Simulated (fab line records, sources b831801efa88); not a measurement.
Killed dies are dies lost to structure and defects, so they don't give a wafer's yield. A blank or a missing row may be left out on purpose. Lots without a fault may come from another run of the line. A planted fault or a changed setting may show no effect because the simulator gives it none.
A struck lot beside a sound one | flow sky130 | 18 steps out of a route of 708
Sound: wafers L284.2, L284.3, L284.4. Struck: wafer L294.3. (L294.1, L294.4 of the same lot were not struck and are left out.) The cause comes at the end.
At each step with rows: each side's tool, then ch and its chambers, then its first start. Under that, the readings that differ: sound wafers | struck wafers | difference of the means | sigmas: that difference in standard deviations of wafers without a fault.
alike: readings whose means differ by less than 2 such deviations, and words and numbers that are the same on both sides. not compared: withheld readings, readings that some wafer has no value for, bounds like >300 that may hide the same value, and numbers for which the record gives no deviation and whose values overlap.
The two part at a step that has a row with sigmas, a row that says differs or no value, or rows on one side only. Numbers that don't overlap but have no deviation are shown without sigmas and don't part them. A reading that every wafer of one side lacks parts them only if that side has two wafers or more.

first, 5 steps without rows for these wafers: SKY_VIA4_COAT_06 (resist thk 1140 nm); SKY_VIA4_SOFTBAKE_07 (time 60 s); SKY_VIA4_EXPOSE_08 (exposes mask VIM4, target cd 800 nm); SKY_VIA4_PEB_09; SKY_VIA4_DEVELOP_10 (develop time 60 s).
SKY_VIA4_OVL_MEAS_11:
  sound on overlay-01, day 43 21:05; struck on overlay-02, day 47 07:37
  alike: VIA4_OVL
SKY_VIA4_ETCH_12: etches SiO2 in C4F8/O2/Ar, stops on TiN, target depth 580 nm.
  sound on rie_diel-04 ch 0,2,3, day 43 21:07; struck on rie_diel-02 ch 0, day 47 07:40
  alike: oes_product_au, rf_fwd_power_W
SKY_VIA4_STRIP_13: strips in O2/N2.
  sound on plasma_asher-02 ch 0,1, day 43 21:11; struck on plasma_asher-04 ch 1, day 47 07:44
  reading                     | sound             | struck | difference | sigmas
  drypump_motor_current_A (A) | 5.61 5.60 5.25    | 6.10   | +0.61      | +2
  oes_product_au (a.u.)       | 0.719 0.714 0.711 | 0.703  | -0.012     | -2
  alike: strip_time_to_endpoint_s
  not compared: rf_hours_counter_h
then, 3 steps without rows for these wafers: SKY_VIA4_STRIP_14 (strips in post etch residue remover, time 1200 s); SKY_VIA4_CLEAN_15 (cleans in IPA, time 180 s); SKY_VIA4_CLEAN_16 (cleans in O3/DIW).
SKY_VIA4_SPUTTER_17: material TiN, target thk 20 nm, time 80 s.
  sound on pvd_sputter-03, day 43 21:47; struck on pvd_sputter-01, day 47 08:22
  alike: chamber_pressure_pa, throttle_valve_pct
SKY_VIA4_CVD_18: deposits W, target thk 505 nm, time 152.14 s.
  sound on cvd_w-02 ch 0,1, day 43 21:51; struck on cvd_w-01 ch 1, day 47 08:26
  reading                            | sound             | struck | difference | sigmas
  heater_power_w (W)                 | 762 759 773       | 977    | +212       | +3
  model.W_of_VIA4_CVD_18.thk_nm (nm) | 504.4 505.5 507.8 | 650    | +144       |
SKY_VIA4_RS_MEAS_19: measures by four-point-probe.
  sound on film_metro-01, day 43 22:01; struck on film_metro-01, day 47 08:52
  reading            | sound                | struck | difference | sigmas
  VIA4_W_RS (ohm/sq) | 0.2267 0.2260 0.2255 | 0.1754 | -0.0507    | -24
  not compared: hold
SKY_VIA4_THK_MEAS_20: measures by xrf.
  sound on film_metro-01, day 43 22:08; struck on film_metro-01, day 47 12:06
  reading         | sound       | struck | difference | sigmas
  VIA4_W_THK (nm) | 509 516 514 | 656    | +143       | +19
  not compared: hold
SKY_VIA4_CMP_21: polishes, stops on SiO2, t overpolish 25 s, target thk 0 nm.
  sound on cmp-02 ch 1,2,3, day 43 22:26; struck on cmp-02 ch 2, day 47 13:04
  reading                | sound       | struck                   | difference                   | sigmas
  hold                   | - - -       | await_dispo/0.9h/release | no value on the sound wafers |
  time_to_endpoint_s (s) | 127 127 128 | 160                      | +33                          | +6
  alike: motor_current_A
SKY_METAL5_SPUTTER_00: material Ti, target thk 15 nm, time 10 s.
  sound on pvd_sputter-01, day 43 22:44; struck on pvd_sputter-03, day 47 13:22
  alike: chamber_pressure_pa, throttle_valve_pct
-- the record jumps here: 2 days lie between the struck wafers' starts before and after (it left off in module METAL5 and takes up again in module PAD_OPEN, whose first step shown is number 708 of the route) --
SKY_PAD_OPEN_PROBE_99:
  sound on prober-01, day 46 19:21; struck on prober-01, day 49 19:49
  alike: defect_limited_yield, killed_at_M0_to_M3, killed_at_M4_up, killed_at_contacts, killed_at_front_end, killed_at_other, killed_dies, killed_open, killed_short, sort_bin_3_pad_short, sort_bin_5_function, sort_bin_6_memory, sort_n_pass, sort_yield_pct

WHERE THEY PART
First at SKY_VIA4_STRIP_13; last, within this record, at SKY_VIA4_CMP_21. Later steps at which nothing parts them and some readings are alike: SKY_METAL5_SPUTTER_00, SKY_PAD_OPEN_PROBE_99.

WHY: what the simulator had put in
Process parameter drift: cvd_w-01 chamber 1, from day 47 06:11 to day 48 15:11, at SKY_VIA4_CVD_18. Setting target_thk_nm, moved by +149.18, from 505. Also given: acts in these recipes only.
